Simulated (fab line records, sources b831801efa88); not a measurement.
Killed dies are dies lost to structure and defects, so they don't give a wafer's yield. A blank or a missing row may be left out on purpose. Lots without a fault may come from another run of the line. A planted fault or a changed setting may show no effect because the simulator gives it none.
Which tool did it? | flow sky130 | 10 lots, 30 wafers sampled, at 6 steps of a route of 708

WHAT THE GAUGES READ, wafer by wafer
SKY_SD_N_OVL_MEAS_08.
lot  | measured     | on         | SD_N_OVL (nm)
L123 | day 30 21:34 | overlay-02 | 0.9 0.5 -0.1
L125 | day 31 09:04 | overlay-01 | -0.3 -0.5 -0.2
L130 | day 32 16:14 | overlay-02 | -0.9 -0.4 -0.2
L129 | day 32 20:19 | overlay-02 | -0.9 -0.2 -0.5
L131 | day 33 07:49 | overlay-01 | -0.4 -1.8 0.1
L132 | day 33 16:55 | overlay-02 | 2.2 1.6 0.3
L134 | day 34 07:16 | overlay-01 | -1.2 -0.4 0.2
L136 | day 34 23:34 | overlay-01 | 1.8 0.7 1.1
L137 | day 35 05:55 | overlay-02 | -0.1 0.9 2.3
L138 | day 35 12:40 | overlay-02 | 0.1 2.0 0.8

SKY_SD_N_RS_MEAS_17: measures by four-point-probe.
lot  | measured     | on            | SD_P_RS (ohm/sq)
L123 | day 30 22:25 | film_metro-02 | 147.2 147.3 147.4
L125 | day 31 09:54 | film_metro-04 | 147.9 147.7 147.6
L130 | day 32 17:05 | film_metro-02 | 147.1 147.4 147.5
L129 | day 32 21:09 | film_metro-04 | 147.2 147.5 147.5
L131 | day 33 08:39 | film_metro-04 | 146.7 146.8 146.8
L132 | day 33 17:46 | film_metro-02 | 147.3 147.6 147.1
L134 | day 34 08:08 | film_metro-01 | 147.2 148.1 147.7
L136 | day 35 00:24 | film_metro-01 | 147.4 147.2 146.8
L137 | day 35 06:45 | film_metro-04 | 147.3 146.5 146.8
L138 | day 35 13:44 | film_metro-04 | 147.4 146.7 147.2

SKY_LI_CONTACT_BOW_MEAS_03.
lot  | measured     | on            | LI_CONTACT_BOW (um)
L123 | day 30 23:08 | film_metro-02 | 60 65 47
L125 | day 31 10:37 | film_metro-01 | 60 58 53
L130 | day 32 17:48 | film_metro-02 | 58 54 57
L129 | day 32 21:52 | film_metro-04 | 53 60 56
L131 | day 33 09:22 | film_metro-02 | 54 56 63
L132 | day 33 18:29 | film_metro-01 | 58 60 60
L134 | day 34 08:51 | film_metro-02 | 47 58 60
L136 | day 35 01:07 | film_metro-02 | 59 62 42
L137 | day 35 07:28 | film_metro-02 | 66 74 52
L138 | day 35 14:32 | film_metro-02 | 54 65 58

SKY_LOCAL_INTERCONNECT_RS_MEAS_01: measures by four-point-probe.
lot  | measured     | on            | LOCAL_INTERCONNECT_TIN_RS (ohm/sq)
L123 | day 32 03:38 | film_metro-04 | 13.99 12.34 14.07
L125 | day 32 14:49 | film_metro-01 | 12.30 13.99 14.04
L130 | day 33 21:54 | film_metro-04 | 13.95 14.10 13.89
L129 | day 34 01:51 | film_metro-03 | 14.02 14.01 13.98
L131 | day 34 13:04 | film_metro-03 | 13.96 14.00 14.00
L132 | day 34 21:46 | film_metro-01 | 14.04 14.01 14.00
L134 | day 35 13:17 | film_metro-01 | 14.18 13.89 13.96
L136 | day 36 04:31 | film_metro-04 | 14.28 14.15 14.19
L137 | day 36 11:26 | film_metro-03 | 14.24 14.19 14.28
L138 | day 36 17:44 | film_metro-03 | 14.15 14.05 14.09

SKY_LOCAL_INTERCONNECT_THK_MEAS_02: measures by xrf.
lot  | measured     | on            | LOCAL_INTERCONNECT_TIN_THK (nm)
L123 | day 32 03:46 | film_metro-04 | 102.1 115.7 101.8
L125 | day 32 14:56 | film_metro-01 | 114.8 101.5 101.2
L130 | day 33 22:01 | film_metro-04 | 102.4 101.3 102.5
L129 | day 34 01:58 | film_metro-03 | 101.2 101.0 101.1
L131 | day 34 13:11 | film_metro-03 | 100.6 101.1 100.8
L132 | day 34 21:53 | film_metro-01 | 100.9 101.6 101.6
L134 | day 35 13:24 | film_metro-01 | 100.5 101.7 102.1
L136 | day 36 04:38 | film_metro-04 | 100.6 100.9 101.0
L137 | day 36 11:33 | film_metro-03 | 100.8 100.3 100.1
L138 | day 36 17:50 | film_metro-03 | 100.9 101.9 101.4

WHICH TOOL RAN EACH LOT (tool, then ch and the chambers of the sampled wafers, then the start)
lot  | SKY_LOCAL_INTERCONNECT_SPUTTER_00
L123 | pvd_sputter-02, day 32 03:35
L125 | pvd_sputter-02, day 32 14:44
L130 | pvd_sputter-04, day 33 21:49
L129 | pvd_sputter-01, day 34 01:47
L131 | pvd_sputter-04, day 34 12:59
L132 | pvd_sputter-04, day 34 21:42
L134 | pvd_sputter-04, day 35 13:13
L136 | pvd_sputter-01, day 36 04:28
L137 | pvd_sputter-01, day 36 11:22
L138 | pvd_sputter-01, day 36 17:38
- SKY_LOCAL_INTERCONNECT_SPUTTER_00: material TiN, target thk 100 nm, time 83.3 s.

WHAT THE TOOLS THEMSELVES READ (means of the sampled wafers that have a number; where no wafer has one, the mark that the record gives instead)
SKY_LOCAL_INTERCONNECT_SPUTTER_00.
lot  | tool           | cathode_dc_power_W (W) | throttle_valve_pct (%)
L123 | pvd_sputter-02 | 6810.3                 | 29.4
L125 | pvd_sputter-02 | 6808.8                 | 30.2
L130 | pvd_sputter-04 | 6499.3                 | 30.0
L129 | pvd_sputter-01 | 6501.0                 | 30.2
L131 | pvd_sputter-04 | 6500.8                 | 30.0
L132 | pvd_sputter-04 | 6499.9                 | 31.1
L134 | pvd_sputter-04 | 6500.0                 | 30.1
L136 | pvd_sputter-01 | 6500.3                 | 30.2
L137 | pvd_sputter-01 | 6499.8                 | 30.2
L138 | pvd_sputter-01 | 6500.4                 | 30.8

THE ANSWER, worked out from the rows above alone
Rule: what is usual is taken from the lots themselves. Put in order of their means at a reading, lots are off if they are a third of the lots or fewer, leave a main group of 4 or more, and stand apart from it by a gap of 3 or more times the standard deviation of the main group's means; of several such gaps the widest counts. A main group whose means are all the same, to the digits that the tables above print for the reading, isn't used. A lot without any number at a reading at which 4 lots or more have one is off too. The other lots that the step has rows for count as sound. The gauges are gone through in route order, then the tools' own readings, and for those a lot's mean is taken as printed above. The first step at which some lot is off is used, and at that step the reading that is off furthest; a lot without a number counts as furthest.
Off: L123, L125, at SKY_LOCAL_INTERCONNECT_RS_MEAS_01 (LOCAL_INTERCONNECT_TIN_RS). The main group: mean 14.07 ohm/sq, standard deviation 0.096.
A tool fits if, at a process step before that reading, it ran every lot that is off, and no sound lot after the first of them. The gauges at SKY_LOCAL_INTERCONNECT_RS_MEAS_01 aren't tried: what is off there is off at SKY_LOCAL_INTERCONNECT_SPUTTER_00 too, on other tools, and a gauge's error can't cause that. One fits: pvd_sputter-02 at SKY_LOCAL_INTERCONNECT_SPUTTER_00. It ran no sound lot before its first lot that is off in this sample, so the start can't be narrowed down.
The tool's own readings at SKY_LOCAL_INTERCONNECT_SPUTTER_00 bear it out: on the lots that are off they differ by more than 5 times the standard deviation of the sound lots' means. cathode_dc_power_W reads 6809.6 W there against 6500.2 W on the sound lots.

WHAT THE SIMULATOR HAD PUT IN
Process parameter drift: pvd_sputter-02, from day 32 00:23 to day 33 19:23, at SKY_LOCAL_INTERCONNECT_SPUTTER_00. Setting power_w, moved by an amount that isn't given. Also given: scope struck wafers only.
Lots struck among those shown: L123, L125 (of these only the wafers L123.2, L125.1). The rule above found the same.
